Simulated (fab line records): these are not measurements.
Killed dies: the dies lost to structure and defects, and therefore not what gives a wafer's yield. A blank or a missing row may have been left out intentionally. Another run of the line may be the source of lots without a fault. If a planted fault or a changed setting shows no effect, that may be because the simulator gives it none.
The tool behind it: which one?    flow sky130    21 wafers sampled from 7 lots at 1 step of a route of 708

WHAT THE GAUGES SHOWED, per wafer
SKY_SONOS_ONO_THK_MEAS_01.
lot   measured      on             SONOS_ONO_OXIDATION_THK (nm)
L181  day 11 16:46  film metro-01  2.59 2.59 2.66
L184  day 12 19:50  film metro-03  2.77 2.65 2.67
L186  day 13 11:23  film metro-01  2.65 2.68 2.66
L193  day 15 18:22  film metro-03  2.63 2.57 2.64
L195  day 16 10:40  film metro-04  2.60 2.65 2.59
L198  day 17 05:59  film metro-01  2.52 2.53 2.57
L200  day 18 04:59  film metro-03  2.56 2.54 2.55

WHICH TOOL RAN EACH LOT (tool, then ch and the chambers of the sampled wafers, then the start)
The record holds no process step before these readings.

THE ANSWER, worked out from the rows above alone
Rule: usual is defined by the lots themselves. The widest of any qualifying gaps counts: lots, ordered by their means at a reading, are off when they make up no more than a third of the lots, leave a main group of 4 or more, and stand apart from it by 3 or more times the standard deviation of that group's means. A main group whose means are all the same, to the digits that the tables above print for the reading, isn't used. A lot without any number at a reading at which 4 lots or more have one is off too. All remaining lots with rows at the step are treated as sound.
Nothing can be told from this: no lot is off at any reading shown.

WHAT THE SIMULATOR PUT IN
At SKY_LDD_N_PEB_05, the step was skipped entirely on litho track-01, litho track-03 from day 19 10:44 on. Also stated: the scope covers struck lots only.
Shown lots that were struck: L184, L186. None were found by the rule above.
